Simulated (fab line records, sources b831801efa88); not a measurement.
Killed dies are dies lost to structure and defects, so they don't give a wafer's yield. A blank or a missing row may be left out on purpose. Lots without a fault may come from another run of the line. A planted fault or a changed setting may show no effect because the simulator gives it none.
fab line records | flow gf180mcu
record lots=24 wafers=72 last_day=34
route steps=602 shown SALICIDE@280 V1@350 V2@398 V3@433
lots that met no fault: from a run of the same line without faults
start_h: hours from the record's first day to the start of the lot's first wafer shown | wait_h: hours since the lot's step before | " the same as in the row above | L1.1+2: a row that stands for several wafers | - no value, or no start given | * or withheld: withheld | < > ~ a bound
route shown NAME@n: a module of which the file shows steps, and the number in the route of the first | usual: mean/standard deviation of fault-free wafers | same: alike in all rows | chamber/n: place in a boat | sites: the reading at each site | _std_site: their standard deviation | _edge_site: outer sites' mean less inner sites' | radius_mm: how far each site lies from the wafer's centre | mask NAME#n: copy n | behind: the tool/chamber that last shaped the wafer | hold: why the lot was held/for how many hours/how that ended | device: the transistor (n, p or np) that didn't switch | end of line: the same wafers' tests at the end of the route | a step without rows: its recipe alone | killed: dies lost to structure and defects at the first sort, not the wafer's yield | map: a wafer's dies, x killed, . not, _ none there
set.NAME: the setting as run; set.NAME@STEP: as run at that earlier step | model.NAME: the simulator's own value behind a step, which no gauge read
steps of the route over a sample of lots; a table a step, a row a wafer
services: from which hour (start_h, from the record's first day; less than 0 if before it) a tool's chamber was out of use, for how many hours, and why
## steps
# step GF_SALICIDE_SPUTTER_02
# recipe material=Co target_thk_nm=10 power_w=1000 time_s=20 chamber_pressure_pa=0.4
# usual throttle_valve_pct=30.6/0.73
# columns lot.wafer tool chamber start_h wait_h throttle_valve_pct
L074.4 pvd_sputter-03 - 342.27 0.0 31.0
L074.5 " - " " 31.1
L074.6 " - " " 31.4
L075.1 pvd_sputter-02 - 345.92 0.0 30.5
L075.2 " - " " 30.7
L075.6 " - " " 30.6
L076.1 pvd_sputter-03 - 351.16 0.0 31.1
L076.3 " - " " 31.6
L076.4 " - " " 29.9
L077.2 pvd_sputter-02 - 359.74 0.0 30.8
L077.3 " - " " 30.4
L077.5 " - " " 30.8
L078.1 pvd_sputter-03 - 362.55 0.0 30.6
L078.2 " - " " 31.0
L078.4 " - " " 31.5
L079.1 pvd_sputter-02 - 379.40 0.0 31.1
L079.3 " - " " 30.7
L079.4 " - " " 31.0
L080.3 pvd_sputter-01 - 390.65 0.0 30.4
L080.5 " - " " 31.6
L080.6 " - " " 29.1
L081.2 pvd_sputter-02 - 403.55 0.0 30.9
L081.5 " - " " 30.7
L081.6 " - " " 31.1
L082.2 pvd_sputter-03 - 416.81 0.0 29.9
L082.4 " - " " 31.3
L082.5 " - " " 31.1
L083.1 pvd_sputter-03 - 421.25 0.0 31.1
L083.2 " - " " 31.5
L083.6 " - " " 30.0
L084.1 pvd_sputter-01 - 432.60 0.0 28.5
L084.3 " - " " 29.3
L084.6 " - " " 28.3
L085.1 pvd_sputter-02 - 445.49 0.0 30.8
L085.3 " - " " 30.4
L085.6 " - " " 30.5
L086.3 pvd_sputter-03 - 453.92 0.0 31.0
L086.5 " - " " 29.9
L086.6 " - " " 30.8
L087.1 pvd_sputter-02 - 469.48 0.0 30.5
L087.4 " - " " 30.5
L087.6 " - " " 30.7
L088.1 pvd_sputter-02 - 475.67 0.0 30.7
L088.3 " - " " 30.4
L088.6 " - " " 30.8
L090.1 pvd_sputter-02 - 480.88 0.0 30.3
L090.4 " - " " 30.7
L090.5 " - " " 30.9
L091.2 pvd_sputter-02 - 489.42 0.0 30.4
L091.3 " - " " 30.5
L091.6 " - " " 30.6
L089.1 pvd_sputter-01 - 489.63 0.0 31.7
L089.3 " - " " 28.2
L089.4 " - " " 30.0
L092.1 pvd_sputter-03 - 500.56 0.0 30.9
L092.2 " - " " 30.8
L092.3 " - " " 29.9
L093.1 pvd_sputter-03 - 508.72 0.0 30.0
L093.3 " - " " 31.4
L093.6 " - " " 31.3
L094.1 pvd_sputter-02 - 514.73 0.0 30.8
L094.4 " - " " 30.5
L094.5 " - " " 30.6
L095.1 pvd_sputter-01 - 516.67 0.0 30.3
L095.3 " - " " 31.7
L095.4 " - " " 29.3
L096.2 pvd_sputter-03 - 528.97 0.0 31.3
L096.4 " - " " 29.9
L096.5 " - " " 30.9
L097.1 pvd_sputter-03 - 541.66 0.0 31.5
L097.2 " - " " 30.6
L097.6 " - " " 31.1
# step GF_SALICIDE_RTA_08
# recipe temp_c=800 time_s=30 ambient=N2
# usual lamp_power_pct=17.62/0.17 wafer_temp_C_max=802.9/0.59
# columns lot.wafer tool chamber start_h wait_h lamp_power_pct wafer_temp_C_max
L074.4 rtp_anneal-02 0 342.76 0.1 17.45 802.2
L074.5 " 0 " " 17.44 802.8
L074.6 " 0 " " 17.48 802.6
L075.1 rtp_anneal-02 0 346.35 0.0 17.46 802.4
L075.2 " 0 " " 17.41 802.4
L075.6 " 0 " " 17.43 803.4
L076.1 rtp_anneal-01 0 351.59 0.0 17.79 803.4
L076.3 " 0 " " 17.78 803.7
L076.4 " 0 " " 17.76 802.8
L077.2 rtp_anneal-02 0 360.19 0.0 17.49 803.6
L077.3 " 0 " " 17.45 803.3
L077.5 " 0 " " 17.45 803.0
L078.1 rtp_anneal-01 0 362.98 0.0 17.80 802.7
L078.2 " 0 " " 17.79 803.1
L078.4 " 0 " " 17.81 802.9
L079.1 rtp_anneal-02 0 379.83 0.0 17.47 803.6
L079.3 " 0 " " 17.43 802.8
L079.4 " 0 " " 17.44 803.2
L080.3 rtp_anneal-02 0 391.11 0.0 17.44 802.5
L080.5 " 0 " " 17.46 802.5
L080.6 " 0 " " 17.46 802.9
L081.2 rtp_anneal-01 0 403.99 0.0 17.77 802.9
L081.5 " 0 " " 17.78 803.4
L081.6 " 0 " " 17.79 804.2
L082.2 rtp_anneal-02 0 417.26 0.0 17.46 802.4
L082.4 " 0 " " 17.44 803.3
L082.5 " 0 " " 17.48 802.1
L083.1 rtp_anneal-01 0 421.67 0.0 17.76 803.0
L083.2 " 0 " " 17.79 802.1
L083.6 " 0 " " 17.80 803.8
L084.1 rtp_anneal-01 0 433.03 0.0 17.79 803.2
L084.3 " 0 " " 17.78 802.5
L084.6 " 0 " " 17.81 805.1
L085.1 rtp_anneal-02 0 445.92 0.0 17.44 803.1
L085.3 " 0 " " 17.44 803.5
L085.6 " 0 " " 17.44 802.3
L086.3 rtp_anneal-02 0 454.38 0.0 17.47 803.7
L086.5 " 0 " " 17.44 802.9
L086.6 " 0 " " 17.45 802.1
L087.1 rtp_anneal-02 0 469.90 0.0 17.45 803.2
L087.4 " 0 " " 17.46 802.5
L087.6 " 0 " " 17.45 802.1
L088.1 rtp_anneal-01 0 476.12 0.0 17.79 803.4
L088.3 " 0 " " 17.75 802.3
L088.6 " 0 " " 17.78 802.9
L090.1 rtp_anneal-02 0 481.30 0.0 17.47 803.0
L090.4 " 0 " " 17.46 802.4
L090.5 " 0 " " 17.46 802.8
L091.2 rtp_anneal-02 0 489.99 0.0 17.43 803.0
L091.3 " 0 " " 17.45 802.8
L091.6 " 0 " " 17.45 802.5
L089.1 rtp_anneal-01 0 490.06 0.0 17.80 802.9
L089.3 " 0 " " 17.79 803.4
L089.4 " 0 " " 17.78 803.6
L092.1 rtp_anneal-02 0 500.99 0.0 17.44 804.2
L092.2 " 0 " " 17.44 803.8
L092.3 " 0 " " 17.42 802.7
L093.1 rtp_anneal-01 0 509.25 0.0 17.76 802.4
L093.3 " 0 " " 17.78 803.7
L093.6 " 0 " " 17.79 803.5
L094.1 rtp_anneal-01 0 515.17 0.0 17.79 803.4
L094.4 " 0 " " 17.76 803.7
L094.5 " 0 " " 17.78 804.3
L095.1 rtp_anneal-01 0 517.10 0.0 17.77 803.7
L095.3 " 0 " " 17.77 803.3
L095.4 " 0 " " 17.79 803.0
L096.2 rtp_anneal-01 0 529.42 0.0 17.75 802.1
L096.4 " 0 " " 17.78 802.7
L096.5 " 0 " " 17.80 801.4
L097.1 rtp_anneal-01 0 542.10 0.0 17.79 802.2
L097.2 " 0 " " 17.80 804.2
L097.6 " 0 " " 17.75 802.3
# step GF_V1_OVL_MEAS_15
# usual V1_OVL=-3/5.4
# columns lot.wafer tool chamber start_h wait_h V1_OVL[nm]
L074.4 overlay-01 - 413.99 0.1 -3
L074.5 " - " " -4
L074.6 " - " " 0
L075.1 overlay-01 - 418.68 0.1 -5
L075.2 " - " " -3
L075.6 " - " " -8
L076.1 overlay-02 - 423.87 0.1 -3
L076.3 " - " " -8
L076.4 " - " " -10
L077.2 overlay-02 - 433.78 0.1 0
L077.3 " - " " 2
L077.5 " - " " 15
L078.1 overlay-01 - 436.68 0.1 -7
L078.2 " - " " -6
L078.4 " - " " -15
L079.1 overlay-02 - 453.62 0.1 1
L079.3 " - " " 4
L079.4 " - " " -3
L080.3 overlay-02 - 465.73 0.1 -4
L080.5 " - " " -4
L080.6 " - " " -5
L081.2 overlay-02 - 480.33 0.1 -7
L081.5 " - " " 4
L081.6 " - " " 0
L082.2 overlay-01 - 492.83 0.1 -4
L082.4 " - " " -4
L082.5 " - " " -1
L083.1 overlay-02 - 497.73 0.1 5
L083.2 " - " " 0
L083.6 " - " " -1
L084.1 overlay-02 - 508.02 0.1 -6
L084.3 " - " " -7
L084.6 " - " " -4
L085.1 overlay-02 - 521.08 0.1 8
L085.3 " - " " 1
L085.6 " - " " 2
L086.3 overlay-02 - 529.13 0.1 -7
L086.5 " - " " -7
L086.6 " - " " -4
L087.1 overlay-01 - 543.02 0.1 -3
L087.4 " - " " -11
L087.6 " - " " -11
L088.1 overlay-02 - 549.07 0.1 7
L088.3 " - " " 3
L088.6 " - " " 4
L090.1 overlay-02 - 553.68 0.1 -4
L090.4 " - " " -2
L090.5 " - " " -3
L091.2 overlay-01 - 562.67 0.1 -2
L091.3 " - " " 5
L091.6 " - " " 1
L089.1 overlay-02 - 564.62 0.1 -9
L089.3 " - " " -12
L089.4 " - " " -14
L092.1 overlay-01 - 571.57 0.1 2
L092.2 " - " " 0
L092.3 " - " " -4
L093.1 overlay-02 - 579.57 0.1 3
L093.3 " - " " -6
L093.6 " - " " 0
L094.1 overlay-02 - 585.07 0.1 -6
L094.4 " - " " -11
L094.5 " - " " -10
L095.1 overlay-01 - 585.83 0.1 -4
L095.3 " - " " -4
L095.4 " - " " 0
L096.2 overlay-01 - 597.42 0.1 -18
L096.4 " - " " -3
L096.5 " - " " 0
L097.1 overlay-02 - 609.23 0.1 -2
L097.2 " - " " -2
L097.6 " - " " -7
# step GF_V2_ETCH_16
# recipe chemistry=N2/H2 target_depth_a=withheld overetch_a=withheld time_s=withheld target=BARC ion_energy_ev=200 source_w=500 bias_w=100 pressure_mtorr=30 n2_flow_sccm=100 h2_flow_sccm=200
# usual drypump_motor_current_A=5.83/0.27 oes_product_au=0.854/0.0047 throttle_valve_pct=13.225/0.0094
# columns lot.wafer tool chamber start_h wait_h drypump_motor_current_A oes_product_au throttle_valve_pct
L074.4 rie_diel-01 0 465.36 0.0 6.08 0.850 13.232
L074.5 " 3 " " 5.83 0.850 13.233
L074.6 " 0 " " 6.09 0.857 13.226
L075.1 rie_diel-03 3 470.86 0.0 5.20 0.857 13.227
L075.2 " 2 " " 5.34 0.860 13.223
L075.6 " 3 " " 5.20 0.853 13.213
L076.1 rie_diel-04 1 475.91 0.0 5.64 0.850 13.219
L076.3 " 2 " " 6.13 0.847 13.218
L076.4 " 0 " " 5.99 0.850 13.218
L077.2 rie_diel-01 2 484.81 0.0 6.03 0.860 13.234
L077.3 " 1 " " 6.04 0.853 13.242
L077.5 " 2 " " 6.04 0.859 13.201
L078.1 rie_diel-04 2 488.26 0.0 6.11 0.853 13.230
L078.2 " 3 " " 5.72 0.853 13.224
L078.4 " 0 " " 5.99 0.864 13.240
L079.1 rie_diel-04 1 504.56 0.0 5.64 0.856 13.230
L079.3 " 0 " " 5.98 0.853 13.212
L079.4 " 0 " " 5.99 0.849 13.227
L080.3 rie_diel-03 2 516.42 0.0 5.33 0.853 13.241
L080.5 " 0 " " 5.72 0.855 13.221
L080.6 " 1 " " 5.40 0.851 13.219
L081.2 rie_diel-01 0 530.40 0.0 6.06 0.846 13.210
L081.5 " 1 " " 6.04 0.857 13.235
L081.6 " 0 " " 6.05 0.854 13.220
L082.2 rie_diel-04 2 542.10 0.0 6.11 0.856 13.232
L082.4 " 1 " " 5.64 0.861 13.225
L082.5 " 1 " " 5.67 0.847 13.227
L083.1 rie_diel-01 2 547.41 0.0 6.02 0.852 13.227
L083.2 " 3 " " 5.85 0.850 13.233
L083.6 " 2 " " 6.02 0.851 13.217
L084.1 rie_diel-03 0 556.41 0.0 5.73 0.865 13.239
L084.3 " 1 " " 5.46 0.857 13.226
L084.6 " 0 " " 5.72 0.855 13.221
L085.1 rie_diel-04 2 569.06 0.0 6.15 0.851 13.235
L085.3 " 0 " " 5.98 0.852 13.229
L085.6 " 3 " " 5.72 0.854 13.218
L086.3 rie_diel-04 0 576.43 0.0 5.99 0.857 13.237
L086.5 " 3 " " 5.73 0.858 13.236
L086.6 " 0 " " 5.99 0.851 13.221
L087.1 rie_diel-01 3 589.81 0.0 5.86 0.856 13.226
L087.4 " 2 " " 6.01 0.853 13.229
L087.6 " 0 " " 6.05 0.849 13.230
L088.1 rie_diel-03 1 594.85 0.0 5.44 0.862 13.223
L088.3 " 2 " " 5.34 0.862 13.234
L088.6 " 3 " " 5.14 0.859 13.230
L090.1 rie_diel-04 1 599.66 0.0 5.63 0.859 13.225
L090.4 " 3 " " 5.75 0.853 13.240
L090.5 " 1 " " 5.64 0.854 13.227
L091.2 rie_diel-04 3 608.41 0.0 5.71 0.858 13.237
L091.3 " 1 " " 5.64 0.860 13.231
L091.6 " 3 " " 5.71 0.855 13.237
L089.1 rie_diel-01 0 610.00 0.0 6.06 0.847 13.237
L089.3 " 2 " " 6.03 0.854 13.212
L089.4 " 0 " " 6.07 0.856 13.233
L092.1 rie_diel-01 1 615.81 0.0 6.05 0.857 13.230
L092.2 " 2 " " 6.02 0.854 13.224
L092.3 " 0 " " 6.06 0.855 13.224
L093.1 rie_diel-04 3 624.70 0.0 5.74 0.857 13.235
L093.3 " 1 " " 5.63 0.859 13.234
L093.6 " 3 " " 5.74 0.850 13.219
L094.1 rie_diel-01 3 629.06 0.0 5.81 0.856 13.234
L094.4 " 2 " " 6.02 0.850 13.224
L094.5 " 3 " " 5.82 0.846 13.219
L095.1 rie_diel-03 2 630.31 0.0 5.34 0.843 13.222
L095.3 " 0 " " 5.76 0.858 13.244
L095.4 " 1 " " 5.42 0.855 13.219
L096.2 rie_diel-01 3 640.90 0.0 5.85 0.862 13.210
L096.4 " 1 " " 6.04 0.851 13.223
L096.5 " 2 " " 6.03 0.865 13.221
L097.1 rie_diel-01 2 653.26 0.0 6.01 0.856 13.220
L097.2 " 0 " " 6.06 0.865 13.218
L097.6 " 3 " " 5.84 0.851 13.220
# step GF_V3_CMP_04
# recipe material=SiO2 down_force_psi=4 platen_rpm=60 pad_velocity_m_s=0.94248
# usual motor_current_A=11.9/0.77 slurry_filter_dp_kPa=13.50/0.14 time_to_endpoint_s=78/6.9
# columns lot.wafer tool chamber start_h wait_h motor_current_A slurry_filter_dp_kPa time_to_endpoint_s
L074.4 cmp-01 0 492.03 0.0 12.0 13.48 84
L074.5 " 0 " " 12.2 13.64 77
L074.6 " 1 " " 11.4 13.42 80
L075.1 cmp-01 0 496.88 0.1 11.9 13.53 82
L075.2 " 3 " " 11.0 13.51 74
L075.6 " 0 " " 12.2 13.70 78
L076.1 cmp-02 2 502.12 0.1 11.1 13.65 71
L076.4 " 0 " " 12.6 13.17 74
L076.3 " 1 " " 12.2 13.54 77
L077.3 cmp-02 2 511.31 0.0 12.0 13.51 78
L077.2 " 0 " " 13.5 13.42 77
L077.5 " 2 " " 11.1 13.55 74
L078.1 cmp-02 2 514.45 0.1 11.6 13.44 83
L078.2 " 3 " " 12.4 13.38 91
L078.4 " 0 " " 13.3 13.63 85
L079.4 cmp-02 3 530.26 0.0 12.4 13.59 90
L079.1 " 0 " " 13.6 13.66 71
L079.3 " 2 " " 11.3 13.38 69
L080.3 cmp-02 2 542.22 0.1 11.3 13.04 66
L080.5 " 1 " " 11.2 13.67 92
L080.6 " 2 " " 11.4 13.30 69
L081.2 cmp-02 2 555.28 0.0 11.1 13.49 75
L081.5 " 2 " " 11.3 13.50 77
L081.6 " 3 " " 13.7 13.50 88
L082.4 cmp-02 3 566.38 0.0 12.2 13.52 86
L082.2 " 2 " " 11.1 13.55 71
L082.5 " 0 " " 13.2 13.45 77
L083.1 cmp-01 1 571.81 0.1 11.0 13.54 73
L083.2 " 2 " " 11.3 13.34 75
L083.6 " 0 " " 12.3 13.37 74
L084.1 cmp-01 0 580.56 0.1 12.0 13.51 74
L084.3 " 3 " " 10.6 13.29 71
L084.6 " 1 " " 11.7 13.52 77
L085.3 cmp-01 1 593.09 0.1 11.5 13.53 78
L085.1 " 3 " " 11.7 13.48 77
L085.6 " 1 " " 11.0 13.31 80
L086.3 cmp-01 3 599.76 0.1 10.7 13.64 79
L086.5 " 1 " " 11.7 13.40 90
L086.6 " 2 " " 11.7 13.60 84
L087.4 cmp-02 1 613.57 0.1 12.2 13.28 81
L087.1 " 2 " " 11.5 13.45 61
L087.6 " 0 " " 13.0 13.65 70
L088.1 cmp-01 1 618.26 0.1 11.0 13.57 82
L088.3 " 3 " " 10.8 13.55 78
L088.6 " 1 " " 11.5 13.66 88
L090.1 cmp-01 0 622.96 0.1 12.9 13.74 76
L090.4 " 2 " " 11.6 13.70 75
L090.5 " 0 " " 11.9 13.30 83
L091.3 cmp-01 0 631.61 0.1 12.1 13.50 81
L091.2 " 1 " " 11.6 13.53 83
L091.6 " 2 " " 11.5 13.64 86
L089.1 cmp-02 1 633.53 0.1 12.2 13.36 79
L089.3 " 2 " " 11.8 13.55 71
L089.4 " 0 " " 13.8 13.41 76
L092.1 cmp-02 3 639.01 0.1 13.3 13.47 72
L092.3 " 0 " " 12.7 13.50 59
L092.2 " 2 " " 11.5 13.41 57
L093.1 cmp-01 2 647.19 0.1 12.0 13.40 74
L093.3 " 0 " " 12.6 13.45 79
L093.6 " 2 " " 12.2 13.52 80
L094.1 cmp-01 0 651.48 0.1 12.1 13.36 85
L094.4 " 1 " " 11.6 13.36 84
L094.5 " 1 " " 11.6 13.57 85
L095.3 cmp-01 3 652.95 0.0 10.9 13.56 71
L095.4 " 0 " " 12.7 13.46 78
L095.1 " 1 " " 11.7 13.53 78
L096.4 cmp-02 1 663.00 0.0 12.0 13.40 91
L096.2 " 0 " " 12.8 13.59 71
L096.5 " 2 " " 10.7 13.26 71
L097.1 cmp-01 0 675.03 0.1 12.1 13.61 68
L097.2 " 1 " " 11.8 13.63 71
L097.6 " 3 " " 11.1 13.41 73
# step GF_V3_ETCH_16
# recipe chemistry=N2/H2 target_depth_a=withheld overetch_a=withheld time_s=withheld target=BARC ion_energy_ev=200 source_w=500 bias_w=100 pressure_mtorr=30 n2_flow_sccm=100 h2_flow_sccm=200
# usual drypump_motor_current_A=5.9/0.41 oes_product_au=0.854/0.0049 throttle_valve_pct=13.226/0.0087
# columns lot.wafer tool chamber start_h wait_h drypump_motor_current_A oes_product_au throttle_valve_pct
L074.4 rie_diel-01 0 515.67 0.0 6.1 0.856 13.219
L074.5 " 3 " " 5.8 0.846 13.242
L074.6 " 0 " " 6.1 0.848 13.224
L075.1 rie_diel-01 0 521.01 0.0 6.0 0.861 13.215
L075.2 " 2 " " 6.0 0.859 13.238
L075.6 " 3 " " 5.8 0.850 13.241
L076.1 rie_diel-01 1 526.35 0.0 6.0 0.857 13.220
L076.3 " 3 " " 5.8 0.843 13.221
L076.4 " 0 " " 6.1 0.855 13.223
L077.2 rie_diel-03 2 535.20 0.0 5.3 0.852 13.227
L077.3 " 0 " " 5.7 0.853 13.214
L077.5 " 2 " " 5.3 0.853 13.233
L078.1 rie_diel-01 2 536.86 0.0 6.0 0.857 13.219
L078.2 " 1 " " 6.0 0.859 13.217
L078.4 " 0 " " 6.1 0.853 13.227
L079.1 rie_diel-01 2 553.15 0.0 6.0 0.851 13.225
L079.3 " 3 " " 5.8 0.845 13.223
L079.4 " 0 " " 6.0 0.854 13.244
L080.3 rie_diel-03 3 564.30 0.0 5.2 0.853 13.225
L080.5 " 1 " " 5.5 0.855 13.229
L080.6 " 2 " " 5.3 0.860 13.223
L081.2 rie_diel-02 1 578.11 0.0 6.6 0.860 13.231
L081.5 " 1 " " 6.6 0.853 13.226
L081.6 " 0 " " 5.2 0.856 13.236
L082.2 rie_diel-03 1 588.10 0.0 5.4 0.853 13.227
L082.4 " 2 " " 5.4 0.853 13.234
L082.5 " 0 " " 5.7 0.855 13.232
L083.1 rie_diel-01 0 593.90 0.0 6.0 0.862 13.218
L083.2 " 2 " " 6.0 0.854 13.233
L083.6 " 1 " " 6.1 0.847 13.220
L084.1 rie_diel-01 3 601.96 0.0 5.8 0.855 13.220
L084.3 " 1 " " 6.0 0.861 13.225
L084.6 " 2 " " 6.0 0.857 13.227
L085.1 rie_diel-03 0 614.66 0.0 5.7 0.848 13.229
L085.3 " 1 " " 5.4 0.853 13.236
L085.6 " 1 " " 5.4 0.848 13.249
L086.3 rie_diel-03 1 620.30 0.0 5.4 0.857 13.219
L086.5 " 1 " " 5.5 0.857 13.228
L086.6 " 2 " " 5.4 0.853 13.223
L087.1 rie_diel-01 1 634.30 0.0 6.0 0.847 13.214
L087.4 " 2 " " 6.0 0.856 13.235
L087.6 " 0 " " 6.1 0.852 13.216
L088.1 rie_diel-02 2 639.31 0.0 6.4 0.854 13.248
L088.3 " 0 " " 5.2 0.855 13.223
L088.6 " 2 " " 6.4 0.855 13.221
L090.1 rie_diel-01 3 643.85 0.0 5.9 0.853 13.226
L090.4 " 0 " " 6.1 0.865 13.222
L090.5 " 2 " " 6.0 0.862 13.233
L091.2 rie_diel-01 1 652.10 0.0 6.0 0.851 13.217
L091.3 " 3 " " 5.9 0.853 13.235
L091.6 " 3 " " 5.9 0.855 13.233
L089.1 rie_diel-02 0 653.41 0.0 5.2 0.855 13.215
L089.3 " 1 " " 6.5 0.858 13.229
L089.4 " 2 " " 6.4 0.860 13.230
L092.1 rie_diel-03 0 658.56 0.0 5.8 0.856 13.214
L092.2 " 2 " " 5.3 0.856 13.228
L092.3 " 1 " " 5.4 0.849 13.214
L093.1 rie_diel-02 2 667.41 0.0 6.4 0.858 13.244
L093.3 " 3 " " 6.1 0.856 13.223
L093.6 " 2 " " 6.4 0.860 13.224
L094.1 rie_diel-03 0 671.01 0.0 5.8 0.851 13.227
L094.4 " 3 " " 5.1 0.852 13.237
L094.5 " 3 " " 5.1 0.854 13.224
L095.1 rie_diel-02 0 672.30 0.0 5.2 0.861 13.222
L095.3 " 2 " " 6.4 0.860 13.228
L095.4 " 3 " " 6.0 0.862 13.230
L096.2 rie_diel-02 2 682.86 0.0 6.4 0.853 13.228
L096.4 " 3 " " 6.0 0.854 13.219
L096.5 " 1 " " 6.5 0.845 13.242
L097.1 rie_diel-01 2 693.96 0.0 6.0 0.850 13.207
L097.2 " 1 " " 6.1 0.859 13.231
L097.6 " 3 " " 5.8 0.863 13.223
## services
# columns tool chamber start_h hours kind
rie_diel-01 0 321.74 2.9 repair
rie_diel-01 0 332.07 5.4 repair
rie_diel-03 0 343.25 3.2 repair
rtp_anneal-02 - 384.09 4.6 pm
rie_diel-01 3 399.33 9.7 repair
cmp-01 - 404.00 4.0 pm
cmp-01 - 439.62 2.5 repair
rie_diel-03 3 464.21 6.0 repair
cmp-01 - 467.24 0.5 repair
rie_diel-03 - 476.80 2.8 pm
cmp-01 - 478.10 7.0 pm
cmp-01 - 487.59 0.4 repair
cmp-02 - 531.89 0.6 repair
cmp-01 - 538.74 5.7 pm
rie_diel-03 0 560.89 9.2 repair
cmp-02 - 565.62 0.5 repair
rie_diel-03 3 572.59 2.1 repair
cmp-01 - 592.46 0.5 repair
cmp-01 - 619.98 2.9 repair
rie_diel-03 - 636.51 15.6 pm
rtp_anneal-02 - 657.32 1.3 pm
rie_diel-03 - 659.42 0.4 repair
cmp-01 - 667.35 1.1 repair
cmp-01 - 678.92 0.3 repair
## key
fault none
